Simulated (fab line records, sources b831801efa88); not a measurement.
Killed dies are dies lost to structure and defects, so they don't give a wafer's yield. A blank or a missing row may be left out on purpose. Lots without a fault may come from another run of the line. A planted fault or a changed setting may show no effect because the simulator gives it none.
A struck lot beside a sound one | flow sfq_line | 42 steps out of a route of 325
Sound: wafers L678.3, L678.4, L678.5. Struck: wafers L685.1, L685.2, L685.4. The cause comes at the end.
At each step with rows: each side's tool, then ch and its chambers, then its first start. Under that, the readings that differ: sound wafers | struck wafers | difference of the means | sigmas: that difference in standard deviations of wafers without a fault.
alike: readings whose means differ by less than 2 such deviations, and words and numbers that are the same on both sides. not compared: withheld readings, readings that some wafer has no value for, bounds like >300 that may hide the same value, and numbers for which the record gives no deviation and whose values overlap.
The two part at a step that has a row with sigmas, a row that says differs or no value, or rows on one side only. Numbers that don't overlap but have no deviation are shown without sigmas and don't part them. A reading that every wafer of one side lacks parts them only if that side has two wafers or more.

first, 6 steps without rows for these wafers: SFQ_TRILAYER_I0_VIA_LITHO_COAT_036 (resist thk 62 nm); SFQ_TRILAYER_I0_VIA_LITHO_COAT_031 (resist thk 650 nm); SFQ_TRILAYER_I0_VIA_LITHO_SOFTBAKE_035; SFQ_TRILAYER_I0_VIA_LITHO_EXPOSE_032 (exposes mask I0, target cd 500 nm); SFQ_TRILAYER_I0_VIA_LITHO_PEB_034 (peb time 60 s); SFQ_TRILAYER_I0_VIA_LITHO_DEVELOP_033 (time 60 s).
SFQ_I0_OVL_MEAS_908:
  sound on overlay-02, day 10 11:55; struck on overlay-02, day 13 03:43
  alike: I0_OVL
then, 1 step without rows for these wafers: SFQ_TRILAYER_I0_VIA_BARC_OPEN_VIA_ETCH_046 (etches BARC in O2, target depth 125 nm, time 41.7 s).
SFQ_TRILAYER_I0_VIA_ETCH_VIA_ETCH_034: etches SiO2 in CHF3, stops on Nb, target depth 260 nm.
  sound on rie_diel-04 ch 0,3, day 10 11:58; struck on rie_diel-03 ch 0,1,3, day 13 03:48
  alike: drypump_motor_current_A, oes_product_au
SFQ_TRILAYER_I0_VIA_STRIP_STRIP_035: strips in O2.
  sound on rie_metal-02 ch 0,1, day 10 12:17; struck on rie_metal-03 ch 0, day 13 03:55
  alike: drypump_motor_current_A, oes_product_au
  not compared: rf_hours_counter_h
then, 2 steps without rows for these wafers: SFQ_TRILAYER_I0_VIA_STRIP_SOLV_CLEAN_036 (cleans in NMP, time 600 s); SFQ_TRILAYER_M1_DEP_PRE_CLEAN_038 (time 22.5 s).
SFQ_TRILAYER_M1_DEP_SPUTTER_037: material Nb, target thk 200 nm, time 133.3 s.
  sound on pvd_sputter-06, day 10 12:53; struck on pvd_sputter-05, day 13 05:19
  reading                                             | sound                | struck               | difference | sigmas
  cathode_dc_power_W (W)                              | 1999.7 2000.4 2000.3 | 2076.9 2077.7 2077.7 | +77.3      | +99 or more
  model.Nb_of_TRILAYER_M1_DEP_SPUTTER_037.thk_nm (nm) | 197.3 195.6 195.3    | 205.2 203.9 199.3    | +6.7       |
  alike: throttle_valve_pct
SFQ_M1_RS_MEAS_909: measures by four-point-probe.
  sound on film_metro-02, day 10 13:01; struck on film_metro-03, day 13 05:25
  alike: M1_NB_RS
then, 6 steps without rows for these wafers: SFQ_TRILAYER_M1_LITHO_COAT_044 (resist thk 62 nm); SFQ_TRILAYER_M1_LITHO_COAT_039 (resist thk 600 nm); SFQ_TRILAYER_M1_LITHO_SOFTBAKE_043; SFQ_TRILAYER_M1_LITHO_EXPOSE_040 (exposes mask M1, target cd 500 nm); SFQ_TRILAYER_M1_LITHO_PEB_042 (peb time 60 s); SFQ_TRILAYER_M1_LITHO_DEVELOP_041 (time 60 s).
-- the record jumps here: 3 days lie between the struck wafers' starts before and after --
SFQ_M1_OVL_MEAS_911:
  sound on overlay-01, day 12 22:41; struck on overlay-01, day 15 18:59
  reading     | sound      | struck | difference | sigmas
  M1_OVL (nm) | -11 -3 -10 | 6 8 18 | +19        | +3
then, 1 step without rows for these wafers: SFQ_TRILAYER_M1_BARC_OPEN_METAL_ETCH_054 (etches BARC in O2, target depth 125 nm, time 41.7 s).
SFQ_TRILAYER_M1_ETCH_METAL_ETCH_042: etches Nb in Cl2/Ar, stops on SiO2, target depth 240 nm, time 120 s.
  sound on rie_metal-01 ch 0,1, day 12 22:49; struck on rie_metal-03 ch 0,1, day 15 19:05
  reading                        | sound             | struck            | difference | sigmas
  model.M1.feature_depth_nm (nm) | 197.3 195.6 195.3 | 205.2 203.9 199.3 | +6.7       |
  model.etch.depth_nm (nm)       | 197.3 195.6 195.3 | 205.2 203.9 199.3 | +6.7       |
  alike: drypump_motor_current_A, oes_product_au
  not compared: rf_hours_counter_h
then, 4 steps without rows for these wafers: SFQ_TRILAYER_M1_STRIP_STRIP_043 (strips in O2); SFQ_TRILAYER_M1_STRIP_SOLV_CLEAN_044 (cleans in NMP, time 600 s); SFQ_TRILAYER_I1_DEP_PECVD_045 (deposits SiO2 from SiH4/N2O, time 111.11 s, target thk 500 nm); SFQ_TRILAYER_I1_CMP_CMP_046 (polishes SiO2).
SFQ_I1_BOW_MEAS_912:
  sound on film_metro-02, day 13 05:01; struck on film_metro-01, day 16 04:00
  alike: I1_BOW
SFQ_TRILAYER_I1_METRO_MEASURE_047:
  sound on film_metro-02, day 13 05:29; struck on film_metro-01, day 16 04:07
  alike: thk_nm
then, 6 steps without rows for these wafers: SFQ_TRILAYER_I1_VIA_LITHO_COAT_054 (resist thk 62 nm); SFQ_TRILAYER_I1_VIA_LITHO_COAT_049 (resist thk 650 nm); SFQ_TRILAYER_I1_VIA_LITHO_SOFTBAKE_053; SFQ_TRILAYER_I1_VIA_LITHO_EXPOSE_050 (exposes mask I1, target cd 500 nm); SFQ_TRILAYER_I1_VIA_LITHO_PEB_052 (peb time 60 s); SFQ_TRILAYER_I1_VIA_LITHO_DEVELOP_051 (time 60 s).
-- the record jumps here: 4 days lie between the struck wafers' starts before and after --
SFQ_I1_OVL_MEAS_913:
  sound on overlay-01, day 16 18:43; struck on overlay-02, day 19 18:03
  alike: I1_OVL
SFQ_TRILAYER_I1_VIA_BARC_OPEN_VIA_ETCH_071: etches BARC in O2, target depth 125 nm, time 41.7 s.
  sound on rie_diel-02 ch 0,2, day 16 18:44; struck on rie_diel-02 ch 0,1,3, day 19 18:05
  alike: drypump_motor_current_A, oes_product_au
  not compared: rf_hours_counter_h
then, 1 step without rows for these wafers: SFQ_TRILAYER_I1_VIA_ETCH_VIA_ETCH_052 (etches SiO2 in CHF3, stops on Nb, target depth 260 nm).
SFQ_TRILAYER_I1_VIA_STRIP_STRIP_053: strips in O2.
  sound on rie_metal-03 ch 0,1, day 16 19:05; struck on rie_metal-01 ch 0,1, day 19 18:14
  alike: drypump_motor_current_A, oes_product_au
  not compared: rf_hours_counter_h
then, 2 steps without rows for these wafers: SFQ_TRILAYER_I1_VIA_STRIP_SOLV_CLEAN_054 (cleans in NMP, time 600 s); SFQ_TRILAYER_M2_DEP_PRE_CLEAN_056 (time 22.5 s).
-- the record jumps here: 51 days lie between the struck wafers' starts before and after --
SFQ_M8_BOW_MEAS_951:
  sound on film_metro-03, day 68 03:21; struck on film_metro-01, day 70 11:39
  reading                 | sound                | struck               | difference | sigmas
  model.etest.m1.ohm_um   | 1.811 1.815 1.833    | 1.727 1.748 1.768    | -0.072     |
  model.etest.i0.link_ohm | 1.996 2.009 2.008    | 1.919 1.94 1.964     | -0.063     |
  model.etest.m1.ohm_sq   | 0.9026 0.9102 0.9116 | 0.8678 0.8734 0.8933 | -0.0300    |
  alike: M8_BOW

WHERE THEY PART
First at SFQ_TRILAYER_M1_DEP_SPUTTER_037; last, within this record, at SFQ_M1_OVL_MEAS_911. Later steps at which nothing parts them and some readings are alike: SFQ_TRILAYER_M1_ETCH_METAL_ETCH_042, SFQ_I1_BOW_MEAS_912, SFQ_TRILAYER_I1_METRO_MEASURE_047, SFQ_I1_OVL_MEAS_913, SFQ_TRILAYER_I1_VIA_BARC_OPEN_VIA_ETCH_071, SFQ_TRILAYER_I1_VIA_STRIP_STRIP_053, SFQ_M8_BOW_MEAS_951.

WHY: what the simulator had put in
Process parameter drift: pvd_sputter-05, from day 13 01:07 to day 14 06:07, at SFQ_TRILAYER_M1_DEP_SPUTTER_037. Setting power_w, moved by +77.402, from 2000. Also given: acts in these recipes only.
